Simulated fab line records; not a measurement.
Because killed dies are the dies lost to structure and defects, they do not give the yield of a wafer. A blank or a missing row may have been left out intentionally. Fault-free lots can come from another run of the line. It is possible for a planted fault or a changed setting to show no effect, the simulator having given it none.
fab line records    flow sky130    part 1 of 2: steps 1 to 27 of 35
record: lots: 5  wafers: 15  lastDay: 50
route steps=708 shown METAL3@568 VIA3@573 METAL4@598
lots that met no fault: from a run of the same line without faults
startH: start of the lot's first displayed wafer, in hours after the record's first day    waitH: time in hours since the lot's previous step    " same as the row above    L1.1+2: a row that stands for several wafers    - either no value or no given start    * or withheld: withheld    < > ~ a bound
route shown NAME@n: names a module that has steps shown in the file, with the first one's number in the route    usual: the fault-free wafers' mean and standard deviation    same: alike in all rows    chamber/n: place in a boat    sites: per-site readings    _std_site: their standard deviation    _edge_site: mean of outer sites minus mean of inner sites    radiusMm: how far each site lies from the wafer's centre    mask NAME#n: copy n    behind: the tool/chamber that last shaped the wafer    hold: what put the lot on hold/how long, in hours/how the hold closed    device: the n, p or np transistor that did not switch    end of line: the route-end tests of the same wafers    step lacking rows: just its recipe    killed: count of dies lost to structure and defects at first sort (not the wafer's yield)    map: shows each die of a wafer: x if killed, . if not, _ if none is there
set.NAME: the setting that was run; set.NAME@STEP: the one run at that earlier step    model.NAME: the simulator's own value behind a step, which no gauge read
lots at selected steps of the route; one table per step, one row per wafer
services: from which hour (startH, from the record's first day; less than 0 if before it) a tool's chamber was out of use, for how many hours, and why
== steps ==
step: SKY_METAL3_METAL_ETCH_18
recipe: targetDepthA: 8450  stopOn: SiO2  overEtchFrac: 0.3  timeS: 183.1  chemistry: Cl2/BCl3  resistSidewallDeg: 88  pressureMtorr: 10  icpW: 900  biasW: 48.5  Cl2_flow_sccm: 60  bcl3FlowSccm: 30
usual: drypumpMotorCurrentA: 5.86/0.26  mfcCl2Sccm: 60.00/0.17  oesProductAu: 0.867/0.0062  throttleValvePct: 22.264/0.0095
lot.wafer  tool         chamber  startH   waitH  drypumpMotorCurrentA  mfcCl2Sccm  oesProductAu  rfHoursCounterH  throttleValvePct
L086.1     rieMetal-03  0        989.28   0.0    5.69                  59.98       0.865         13               22.273
L086.2     "            1        "        "      5.71                  60.27       0.867         24               22.260
L086.6     "            1        "        "      5.71                  60.32       0.869         -                22.252
L087.2     rieMetal-02  1        996.25   0.0    6.05                  60.06       0.866         11               22.247
L087.3     "            0        "        "      5.56                  60.09       0.861         -                22.263
L087.5     "            1        "        "      6.05                  59.92       0.865         -                22.260
L090.1     rieMetal-03  0        1013.05  0.0    5.70                  59.65       0.866         15               22.252
L090.4     "            0        "        "      5.71                  59.87       0.872         -                22.274
L090.6     "            0        "        "      5.69                  60.00       0.871         -                22.275
L092.1     rieMetal-04  1        1026.23  0.0    6.34                  59.92       0.870         10               22.262
L092.2     "            0        "        "      5.91                  59.94       0.867         7                22.273
L092.3     "            0        "        "      5.93                  60.10       0.868         -                22.285
L095.1     rieMetal-04  0        1055.39  0.0    5.93                  59.91       0.858         9                22.260
L095.3     "            0        "        "      5.94                  59.88       0.870         -                22.262
L095.6     "            0        "        "      5.94                  59.89       0.861         -                22.270
step: SKY_METAL3_STRIP_19
recipe: chemistry: O2/N2  powerW: 1400  pressureMtorr: 1500  platenTempC: withheld  o2FlowSccm: 3000  n2FlowSccm: 300  overashFraction: 0.5
usual: drypumpMotorCurrentA: 5.5/0.34  o2FlowSccm: 3000/8.4  oesProductAu: 0.504/0.0051  stripTimeToEndpointS: 6.59/0.064
lot.wafer  tool            chamber  startH   waitH  drypumpMotorCurrentA  o2FlowSccm  oesProductAu  rfHoursCounterH  stripTimeToEndpointS
L086.1     plasmaAsher-02  1        989.46   0.1    5.7                   2992        0.504         57               6.67
L086.2     "               0        "        "      4.9                   3000        0.499         57               6.48
L086.6     "               0        "        "      4.9                   2999        0.500         -                6.56
L087.2     plasmaAsher-04  1        996.43   0.1    5.6                   3000        0.513         25               6.70
L087.3     "               0        "        "      5.4                   2995        0.504         -                6.61
L087.5     "               1        "        "      5.6                   3015        0.520         -                6.69
L090.1     plasmaAsher-04  1        1013.41  0.3    5.6                   3000        0.497         26               6.64
L090.4     "               0        "        "      5.4                   2999        0.508         -                6.65
L090.6     "               0        "        "      5.4                   3008        0.499         -                6.66
L092.1     plasmaAsher-02  0        1026.41  0.1    4.8                   3000        0.509         61               6.55
L092.2     "               1        "        "      5.7                   3004        0.493         61               6.55
L092.3     "               0        "        "      4.8                   3009        0.512         -                6.53
L095.1     plasmaAsher-04  0        1055.57  0.1    5.5                   2997        0.497         30               6.53
L095.3     "               1        "        "      5.6                   3003        0.498         -                6.48
L095.6     "               0        "        "      5.4                   2996        0.504         -                6.49
step: SKY_METAL3_STRIP_20
recipe: chemistry: postEtchResidueRemover  timeS: 1200  tempC: 72.5
usual: tempC: 72.48/0.12
lot.wafer  tool         chamber  startH   waitH  tempC
L086.1     wetBench-02  0        989.56   0.1    72.38
L086.2     "            0        "        "      72.64
L086.6     "            0        "        "      72.47
L087.2     wetBench-02  1        996.53   0.1    72.67
L087.3     "            1        "        "      72.52
L087.5     "            1        "        "      72.60
L090.1     wetBench-01  0        1013.51  0.1    72.46
L090.4     "            0        "        "      72.22
L090.6     "            0        "        "      72.54
L092.1     wetBench-01  0        1026.51  0.1    72.36
L092.2     "            0        "        "      72.43
L092.3     "            0        "        "      72.52
L095.1     wetBench-02  1        1055.67  0.1    72.53
L095.3     "            1        "        "      72.47
L095.6     "            1        "        "      72.59
step: SKY_METAL3_CLEAN_21
recipe: chemistry: IPA  timeS: 180  tempC: 25
usual: tempC: 24.99/0.094
lot.wafer  tool         chamber  startH   waitH  tempC
L086.1     wetBench-01  2        989.90   0.0    24.80
L086.2     "            2        "        "      24.91
L086.6     "            2        "        "      24.99
L087.2     wetBench-01  2        996.90   0.0    25.00
L087.3     "            2        "        "      25.13
L087.5     "            2        "        "      24.89
L090.1     wetBench-01  3        1013.85  0.0    25.09
L090.4     "            3        "        "      25.11
L090.6     "            3        "        "      24.96
L092.1     wetBench-04  3        1026.85  0.0    24.93
L092.2     "            3        "        "      25.01
L092.3     "            3        "        "      24.98
L095.1     wetBench-01  2        1056.01  0.0    24.99
L095.3     "            2        "        "      25.02
L095.6     "            2        "        "      24.99
step: SKY_METAL3_CLEAN_22
recipe: chemistry: O3/DIW  dry: n2Spin
lot.wafer   tool         chamber  startH   waitH
L086.1+2+6  wetBench-04  1        989.97   0.0
L087.2+3+5  wetBench-02  3        996.96   0.0
L090.1+4+6  wetBench-02  2        1013.91  0.0
L092.1+2+3  wetBench-01  3        1026.91  0.0
L095.1+3+6  wetBench-02  0        1056.07  0.0
step: SKY_VIA3_HDPCVD_00
recipe: material: SiO2  targetThkNm: 1635  sigmaOpenFrac: 0.3  timeS: 272.5  tempC: 400  sih4FlowSccm: 60  pressureMtorr: 6
usual: sih4FlowSccm: 60.00/0.15  susceptorTempC: 400.02/0.23
lot.wafer  tool       chamber  startH   waitH  sih4FlowSccm  susceptorTempC
L086.1     hdpcvd-01  0        990.06   0.0    59.95         399.72
L086.2     "          1        "        "      59.98         399.97
L086.6     "          1        "        "      60.04         399.63
L087.2     hdpcvd-02  1        997.06   0.0    59.95         400.37
L087.3     "          2        "        "      59.88         400.11
L087.5     "          2        "        "      59.87         399.83
L090.1     hdpcvd-01  1        1014.01  0.0    59.92         399.86
L090.4     "          1        "        "      60.01         399.85
L090.6     "          0        "        "      59.98         400.32
L092.1     hdpcvd-01  1        1027.00  0.0    60.07         400.17
L092.2     "          2        "        "      60.35         400.03
L092.3     "          0        "        "      59.97         399.81
L095.1     hdpcvd-02  2        1056.16  0.0    59.91         400.01
L095.3     "          0        "        "      59.91         400.39
L095.6     "          1        "        "      60.05         400.00
step: SKY_VIA3_THK_MEAS_01
recipe: reads: SiO2_of_VIA3_HDPCVD_00
usual: VIA3_HDPCVD_THK: 1630/17
lot.wafer  tool          chamber  startH   waitH  VIA3_HDPCVD_THK[nm]
L086.1     filmMetro-04  -        990.23   0.1    1635
L086.2     "             -        "        "      1617
L086.6     "             -        "        "      1636
L087.2     filmMetro-01  -        997.24   0.1    1642
L087.3     "             -        "        "      1650
L087.5     "             -        "        "      1636
L090.1     filmMetro-04  -        1014.18  0.1    1614
L090.4     "             -        "        "      1611
L090.6     "             -        "        "      1601
L092.1     filmMetro-01  -        1027.17  0.1    1630
L092.2     "             -        "        "      1607
L092.3     "             -        "        "      1614
L095.1     filmMetro-03  -        1056.33  0.1    1627
L095.3     "             -        "        "      1613
L095.6     "             -        "        "      1590
step: SKY_VIA3_CMP_02
recipe: material: SiO2  downForcePsi: 4  platenRpm: 60  padVelocityMS: 0.94248
usual: motorCurrentA: 12.4/1.5  slurryFilterDpKPa: 13.49/0.12  slurryFlowMlMin: 150.0/0.47
lot.wafer  tool    chamber  startH   waitH  motorCurrentA  slurryFilterDpKPa  slurryFlowMlMin
L086.1     cmp-02  2        990.29   0.1    13.0           13.38              149.9
L086.2     "       1        "        "      12.0           13.54              150.3
L086.6     "       3        "        "      9.8            13.66              149.5
L087.3     cmp-01  3        997.29   0.0    11.3           13.49              150.1
L087.2     "       1        "        "      12.8           13.67              150.5
L087.5     "       0        "        "      14.5           13.40              150.1
L090.1     cmp-02  0        1014.24  0.1    12.7           13.45              150.8
L090.4     "       1        "        "      11.6           13.46              149.6
L090.6     "       1        "        "      11.4           13.53              150.6
L092.2     cmp-01  3        1027.23  0.0    11.2           13.67              149.8
L092.3     "       0        "        "      13.6           13.51              149.9
L092.1     "       1        "        "      14.2           13.57              149.7
L095.1     cmp-01  0        1056.49  0.1    13.9           13.50              150.1
L095.3     "       1        "        "      14.0           13.38              150.3
L095.6     "       3        "        "      11.7           13.43              150.2
step: SKY_VIA3_BOW_MEAS_03
recipe: mode: bow
usual: VIA3_BOW: 80/8.5
lot.wafer  tool          chamber  startH   waitH  VIA3_BOW[um]
L086.1     filmMetro-03  -        990.59   0.2    76
L086.2     "             -        "        "      84
L086.6     "             -        "        "      83
L087.2     filmMetro-01  -        997.61   0.2    89
L087.3     "             -        "        "      63
L087.5     "             -        "        "      76
L090.1     filmMetro-01  -        1014.54  0.2    81
L090.4     "             -        "        "      95
L090.6     "             -        "        "      80
L092.1     filmMetro-04  -        1027.53  0.1    81
L092.2     "             -        "        "      82
L092.3     "             -        "        "      86
L095.1     filmMetro-04  -        1056.69  0.1    84
L095.3     "             -        "        "      83
L095.6     "             -        "        "      91
step: SKY_VIA3_DEHYDRATE_04
recipe: tempC: 200  timeS: 60
lot.wafer   tool           chamber  startH   waitH
L086.1+2+6  lithoTrack-04  0        1001.25  10.6
L087.2+3+5  lithoTrack-02  0        1008.93  11.3
L090.1+4+6  lithoTrack-02  0        1024.46  9.9
L092.1+2+3  lithoTrack-01  0        1038.64  11.1
L095.1+3+6  lithoTrack-02  0        1067.01  10.3
step: SKY_VIA3_HMDS_05
recipe: primeTimeS: 60  primeTempC: 120
lot.wafer   tool           chamber  startH   waitH
L086.1+2+6  lithoTrack-04  0        1001.40  0.1
L087.2+3+5  lithoTrack-02  0        1009.08  0.1
L090.1+4+6  lithoTrack-02  0        1024.61  0.1
L092.1+2+3  lithoTrack-01  0        1038.79  0.1
L095.1+3+6  lithoTrack-02  0        1067.16  0.1
step: SKY_VIA3_COAT_06
recipe: resist: BARC  tempC: withheld  timeS: withheld  spinRpm: 3000  resistThkNm: 60
lot.wafer   tool           chamber  startH   waitH
L086.1+2+6  lithoTrack-04  0        1001.55  0.1
L087.2+3+5  lithoTrack-02  0        1009.23  0.1
L090.1+4+6  lithoTrack-02  0        1024.76  0.1
L092.1+2+3  lithoTrack-01  0        1038.94  0.1
L095.1+3+6  lithoTrack-02  0        1067.31  0.1
step: SKY_VIA3_COAT_07
recipe: resist: KrF-thick  spinRpm: 3000  resistThkNm: 450
lot.wafer   tool           chamber  startH  waitH
L086.1+2+6  lithoTrack-04  0        -       -
L087.2+3+5  lithoTrack-02  0        -       -
L090.1+4+6  lithoTrack-02  0        -       -
L092.1+2+3  lithoTrack-01  0        -       -
L095.1+3+6  lithoTrack-02  0        -       -
step: SKY_VIA3_SOFTBAKE_08
recipe: tempC: 100  timeS: 90  resist: KrF-thick
lot.wafer   tool           chamber  startH  waitH
L086.1+2+6  lithoTrack-04  0        -       -
L087.2+3+5  lithoTrack-02  0        -       -
L090.1+4+6  lithoTrack-02  0        -       -
L092.1+2+3  lithoTrack-01  0        -       -
L095.1+3+6  lithoTrack-02  0        -       -
step: SKY_VIA3_EXPOSE_09
recipe: maskId: VIM3  na: 0.8  sourceShape: annular  sigmaInner: 0.55  sigmaOuter: 0.85  targetCdNm: 200  doseMj: 38
lot.wafer   tool           chamber  startH  waitH  mask
L086.1+2+6  krfScanner-02  0        -       -      VIM3#0
L087.2+3+5  krfScanner-02  0        -       -      VIM3#0
L090.1+4+6  krfScanner-02  0        -       -      VIM3#0
L092.1+2+3  krfScanner-01  0        -       -      VIM3#0
L095.1+3+6  krfScanner-02  0        -       -      VIM3#0
step: SKY_VIA3_PEB_10
recipe: pebTempC: withheld  pebTimeS: withheld  resist: KrF-thick
lot.wafer   tool           chamber  startH  waitH
L086.1+2+6  lithoTrack-02  0        -       -
L087.2+3+5  lithoTrack-04  0        -       -
L090.1+4+6  lithoTrack-02  0        -       -
L092.1+2+3  lithoTrack-01  0        -       -
L095.1+3+6  lithoTrack-02  0        -       -
step: SKY_VIA3_DEVELOP_11
recipe: developTimeS: 60  resist: KrF-thick  devTempC: 21
lot.wafer   tool           chamber  startH  waitH
L086.1+2+6  lithoTrack-02  0        -       -
L087.2+3+5  lithoTrack-04  0        -       -
L090.1+4+6  lithoTrack-02  0        -       -
L092.1+2+3  lithoTrack-01  0        -       -
L095.1+3+6  lithoTrack-02  0        -       -
step: SKY_VIA3_CD_MEAS_12
recipe: targetCdNm: 200
usual: cdNm: 200.1/1.3
lot.wafer  tool      chamber  startH   waitH  cdNm
L086.1     cdSem-01  -        1014.01  -      200.2
L086.2     "         -        "        "      200.0
L086.6     "         -        "        "      200.2
L087.2     cdSem-01  -        1020.82  -      199.9
L087.3     "         -        "        "      200.7
L087.5     "         -        "        "      200.0
L090.1     cdSem-01  -        1036.61  -      198.7
L090.4     "         -        "        "      198.2
L090.6     "         -        "        "      197.5
L092.1     cdSem-02  -        1049.69  -      199.0
L092.2     "         -        "        "      198.6
L092.3     "         -        "        "      200.2
L095.1     cdSem-01  -        1078.01  -      200.5
L095.3     "         -        "        "      199.7
L095.6     "         -        "        "      198.6
step: SKY_VIA3_OVL_MEAS_13
usual: VIA3_OVL: 2/5.1
lot.wafer  tool        chamber  startH   waitH  VIA3_OVL[nm]
L086.1     overlay-02  -        1014.13  0.1    5
L086.2     "           -        "        "      3
L086.6     "           -        "        "      7
L087.2     overlay-01  -        1020.93  0.1    3
L087.3     "           -        "        "      8
L087.5     "           -        "        "      6
L090.1     overlay-01  -        1036.73  0.1    2
L090.4     "           -        "        "      7
L090.6     "           -        "        "      -1
L092.1     overlay-02  -        1049.81  0.1    0
L092.2     "           -        "        "      1
L092.3     "           -        "        "      5
L095.1     overlay-02  -        1078.13  0.1    0
L095.3     "           -        "        "      1
L095.6     "           -        "        "      -2
step: SKY_VIA3_ETCH_14
recipe: chemistry: N2/H2  target: BARC  ionEnergyEv: 200  sourceW: 500  biasW: 100  pressureMtorr: 30  n2FlowSccm: 100  h2FlowSccm: 200  stopOn: SiO2  timeS: 45.9  targetDepthA: 600
usual: drypumpMotorCurrentA: 5.8/0.46  oesProductAu: 0.854/0.0045  throttleValvePct: 13.223/0.009
lot.wafer  tool        chamber  startH   waitH  drypumpMotorCurrentA  oesProductAu  rfHoursCounterH  throttleValvePct
L086.1     rieDiel-03  3        1014.16  0.0    5.9                   0.855         14               13.238
L086.2     "           2        "        "      5.9                   0.849         6                13.225
L086.6     "           2        "        "      5.9                   0.854         -                13.213
L087.2     rieDiel-04  2        1020.96  0.0    6.1                   0.863         7                13.238
L087.3     "           0        "        "      5.6                   0.854         14               13.224
L087.5     "           2        "        "      6.1                   0.856         -                13.233
L090.1     rieDiel-01  2        1036.76  0.0    5.6                   0.853         23               13.235
L090.4     "           0        "        "      5.6                   0.844         18               13.240
L090.6     "           1        "        "      5.0                   0.850         -                13.224
L092.1     rieDiel-04  2        1049.85  0.0    6.1                   0.860         8                13.215
L092.2     "           3        "        "      5.2                   0.862         13               13.217
L092.3     "           0        "        "      5.6                   0.853         15               13.229
L095.1     rieDiel-04  3        1078.16  0.0    5.2                   0.847         14               13.223
L095.3     "           0        "        "      5.6                   0.856         16               13.233
L095.6     "           0        "        "      5.6                   0.862         -                13.239
step: SKY_VIA3_ETCH_15
recipe: target: SiO2  chemistry: C4F8/O2/Ar  targetDepthNm: 507  stopOn: TiN  maskMaterial: KrF-thick  sourceW: 1500  biasW: 1200  pressureMtorr: 40  c4f8FlowSccm: withheld  O2_flow_sccm: 6  Ar_flow_sccm: 300  timeS: 78
usual: oesProductAu: 0.947/0.0043
lot.wafer  tool        chamber  startH   waitH  oesProductAu  rfHoursCounterH
L086.1     rieDiel-03  3        1014.21  0.0    0.948         14
L086.2     "           2        "        "      0.947         6
L086.6     "           2        "        "      0.945         -
L087.2     rieDiel-04  2        1021.00  0.0    0.945         7
L087.3     "           0        "        "      0.945         14
L087.5     "           2        "        "      0.951         -
L090.1     rieDiel-01  2        1036.81  0.0    0.947         23
L090.4     "           0        "        "      0.941         18
L090.6     "           1        "        "      0.945         -
L092.1     rieDiel-04  2        1049.89  0.0    0.947         8
L092.2     "           3        "        "      0.941         13
L092.3     "           0        "        "      0.944         15
L095.1     rieDiel-04  3        1078.21  0.0    0.949         14
L095.3     "           0        "        "      0.953         16
L095.6     "           0        "        "      0.946         -
step: SKY_VIA3_STRIP_16
recipe: chemistry: O2/N2  powerW: 1400  pressureMtorr: 1500  platenTempC: withheld  o2FlowSccm: 3000  n2FlowSccm: 300  overashFraction: 0.5
usual: drypumpMotorCurrentA: 5.6/0.47  o2FlowSccm: 3003/9.5  oesProductAu: 0.402/0.0045  stripTimeToEndpointS: 4.135/0.027
lot.wafer  tool            chamber  startH   waitH  drypumpMotorCurrentA  o2FlowSccm  oesProductAu  rfHoursCounterH  stripTimeToEndpointS
L086.1     plasmaAsher-04  1        1014.27  0.0    5.6                   2984        0.406         27               4.169
L086.2     "               0        "        "      5.4                   3003        0.404         27               4.134
L086.6     "               1        "        "      5.6                   2993        0.398         -                4.138
L087.2     plasmaAsher-01  1        1021.06  0.0    6.4                   3003        0.408         122              4.119
L087.3     "               1        "        "      6.4                   3006        0.406         -                4.065
L087.5     "               1        "        "      6.4                   3014        0.401         -                4.120
L090.1     plasmaAsher-04  1        1036.87  0.0    5.6                   2990        0.393         29               4.135
L090.4     "               1        "        "      5.6                   3005        0.402         -                4.121
L090.6     "               1        "        "      5.6                   2988        0.409         -                4.133
L092.1     plasmaAsher-02  0        1049.95  0.0    4.9                   3011        0.398         64               4.095
L092.2     "               1        "        "      5.7                   3015        0.404         64               4.139
L092.3     "               1        "        "      5.7                   3007        0.393         -                4.075
L095.1     plasmaAsher-01  1        1078.27  0.0    6.3                   2990        0.398         1                4.141
L095.3     "               0        "        "      6.1                   3013        0.405         -                4.092
L095.6     "               0        "        "      6.2                   3004        0.403         -                4.089
step: SKY_VIA3_STRIP_17
recipe: chemistry: postEtchResidueRemover  timeS: 1200  tempC: 72.5
usual: tempC: 72.47/0.11
lot.wafer  tool         chamber  startH   waitH  tempC
L086.1     wetBench-03  3        1014.37  0.1    72.38
L086.2     "            3        "        "      72.37
L086.6     "            3        "        "      72.51
L087.2     wetBench-03  3        1021.16  0.1    72.42
L087.3     "            3        "        "      72.40
L087.5     "            3        "        "      72.38
L090.1     wetBench-01  1        1036.97  0.1    72.72
L090.4     "            1        "        "      72.44
L090.6     "            1        "        "      72.74
L092.1     wetBench-02  1        1050.05  0.1    72.36
L092.2     "            1        "        "      72.34
L092.3     "            1        "        "      72.39
L095.1     wetBench-03  2        1078.37  0.1    72.45
L095.3     "            2        "        "      72.38
L095.6     "            2        "        "      72.34
step: SKY_VIA3_CLEAN_18
recipe: chemistry: IPA  timeS: 180  tempC: 25
usual: tempC: 24.98/0.098
lot.wafer  tool         chamber  startH   waitH  tempC
L086.1     wetBench-01  3        1014.71  0.0    25.16
L086.2     "            3        "        "      25.03
L086.6     "            3        "        "      25.10
L087.2     wetBench-03  2        1021.50  0.0    24.98
L087.3     "            2        "        "      24.98
L087.5     "            2        "        "      25.00
L090.1     wetBench-02  3        1037.31  0.0    25.00
L090.4     "            3        "        "      24.74
L090.6     "            3        "        "      24.96
L092.1     wetBench-01  0        1050.39  0.0    24.87
L092.2     "            0        "        "      25.00
L092.3     "            0        "        "      24.96
L095.1     wetBench-02  2        1078.74  0.0    25.07
L095.3     "            2        "        "      24.90
L095.6     "            2        "        "      25.03
step: SKY_VIA3_CLEAN_19
recipe: chemistry: O3/DIW  dry: n2Spin
lot.wafer   tool         chamber  startH   waitH
L086.1+2+6  wetBench-03  2        1014.77  0.0
L087.2+3+5  wetBench-01  1        1021.56  0.0
L090.1+4+6  wetBench-01  0        1037.37  0.0
L092.1+2+3  wetBench-03  2        1050.45  0.0
L095.1+3+6  wetBench-01  2        1078.87  0.0
step: SKY_VIA3_SPUTTER_20
recipe: material: TiN  targetThkNm: 20  chamberPressurePa: 5  powerW: 4000  timeS: 80
usual: throttleValvePct: 29.5/1
lot.wafer  tool           chamber  startH   waitH  throttleValvePct
L086.1     pvdSputter-01  -        1014.86  0.0    29.7
L086.2     "              -        "        "      28.2
L086.6     "              -        "        "      30.2
L087.2     pvdSputter-03  -        1021.65  0.0    28.0
L087.3     "              -        "        "      29.1
L087.5     "              -        "        "      28.0
L090.1     pvdSputter-01  -        1037.46  0.0    27.7
L090.4     "              -        "        "      30.0
L090.6     "              -        "        "      29.6
L092.1     pvdSputter-03  -        1050.54  0.0    28.3
L092.2     "              -        "        "      28.0
L092.3     "              -        "        "      30.9
L095.1     pvdSputter-04  -        1078.96  0.0    29.8
L095.3     "              -        "        "      29.4
L095.6     "              -        "        "      30.0
step: SKY_VIA3_CVD_21
recipe: material: W  targetThkNm: 390  timeS: 117.31  tempC: 400  pressureTorr: 40
usual: chamberPressureTorr: 39.99/0.087  heaterPowerW: 896/95  susceptorTempC: 399.96/0.22
lot.wafer  tool     chamber  startH   waitH  chamberPressureTorr  heaterPowerW  susceptorTempC
L086.1     cvdW-02  1        1014.92  0.0    40.13                890           399.32
L086.2     "        0        "        "      40.02                1046          399.82
L086.6     "        0        "        "      39.93                1058          399.72
L087.2     cvdW-01  0        1021.71  0.0    39.96                798           400.00
L087.3     "        1        "        "      40.06                890           400.05
L087.5     "        0        "        "      40.08                793           399.85
L090.1     cvdW-02  0        1037.52  0.0    40.01                1034          399.92
L090.4     "        1        "        "      39.78                888           400.38
L090.6     "        1        "        "      39.94                877           399.93
L092.1     cvdW-01  0        1050.60  0.0    40.15                792           400.03
L092.2     "        1        "        "      40.04                880           400.04
L092.3     "        1        "        "      40.04                863           399.88
L095.1     cvdW-02  0        1079.02  0.0    39.95                1049          399.69
L095.3     "        0        "        "      39.90                1066          400.15
L095.6     "        0        "        "      39.89                1078          400.20
